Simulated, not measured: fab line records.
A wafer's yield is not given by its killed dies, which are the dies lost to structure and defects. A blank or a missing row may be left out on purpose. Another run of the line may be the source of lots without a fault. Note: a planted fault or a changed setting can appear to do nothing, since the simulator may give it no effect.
One fault seen from 2 desks | flow gf180mcu | each desk holds nothing but its own numbers, with what lay behind them at the end

AT THE METROLOGY DESK
Lot by lot, what the gauges showed, no matter which tool ran the lot: averages of those sampled wafers that carry a number. Marked OUT: a lot whose mean sits more than 4 standard deviations from the usual mean, which makes it out of limits; the brackets give that distance.
Columns: A = cdNm at GF_HV_LDD_CD_MEAS_46, usual 401.8 nm; B = HV_LDD_03_OVL at GF_HV_LDD_OVL_MEAS_47, usual -0.2 nm; C = HV_LDD_4_TW at GF_HV_LDD_TW_MEAS_50, usual 564.9; D = HV_LDD_CVD_54_THK at GF_HV_LDD_THK_MEAS_55, usual 10.01 nm; E = HV_LDD_CVD_56_THK at GF_HV_LDD_THK_MEAS_57, usual 90.0 nm
lot  | first seen here | A     | B    | C     | D     | E
L600 | day 14 00:28    | 398.3 | -0.7 | 567.8 | 10.11 | 89.3
L602 | day 14 05:57    | 402.7 | -1.3 | 565.3 | 10.01 | 89.1
L603 | day 14 15:20    | 400.6 | -1.6 | 564.7 | 10.11 | 91.2
L604 | day 15 00:43    | 402.1 | -1.1 | 566.7 | 9.97  | 92.7
L608 | day 16 03:32    | 404.4 | -0.1 | 568.2 | 9.98  | 90.0
L613 | day 17 22:23    | 401.7 | -0.3 | 564.2 | 10.22 | 91.1
This desk's finding: nothing out of limits on any of the 6 lots.

FOR THE TOOL OWNER'S DESK: lpcvd-02
The tool's own readings at GF_HV_LDD_CVD_56 (deposits Si3N4 from DCS/NH3, target thk 90 nm, time 1543 s): means of the sampled wafers that have a number, for each lot that ran on this tool. Marked OUT: a lot whose mean sits more than 4 standard deviations from the usual mean, which makes it out of limits; the brackets give that distance.
Columns: A = pressureMtorr at GF_HV_LDD_CVD_56, usual 249.9 mTorr; B = susceptorTempC at GF_HV_LDD_CVD_56, usual 769.9 C
lot  | first seen here | A     | B
L602 | day 14 07:43    | 250.0 | 770.2
L603 | day 14 17:07    | 249.6 | 771.6 (+5.2) OUT
L604 | day 15 03:02    | 249.8 | 771.1
L613 | day 18 00:13    | 249.6 | 769.8
This desk's finding: out of limits on L603; first on L603, day 14 17:07 (susceptorTempC at GF_HV_LDD_CVD_56). Within limits: L602, L604, L613.

TAKEN TOGETHER
On L603, at day 14 17:07, an alarm was possible from the tool owner's desk.
At the metrology desk, nothing out of limits was observed.
The metrology desk holds a record of L603, inside its limits.
GF_HV_LDD_CVD_56 was run on lpcvd-02 by each of the lots named.

WHAT THE SIMULATOR HAD INSERTED
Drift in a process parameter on lpcvd-02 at GF_HV_LDD_CVD_56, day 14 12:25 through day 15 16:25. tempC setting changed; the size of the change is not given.
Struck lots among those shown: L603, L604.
How many hours passed from the start of the fault until each desk's first out-of-limits reading: the tool owner's desk, 5.
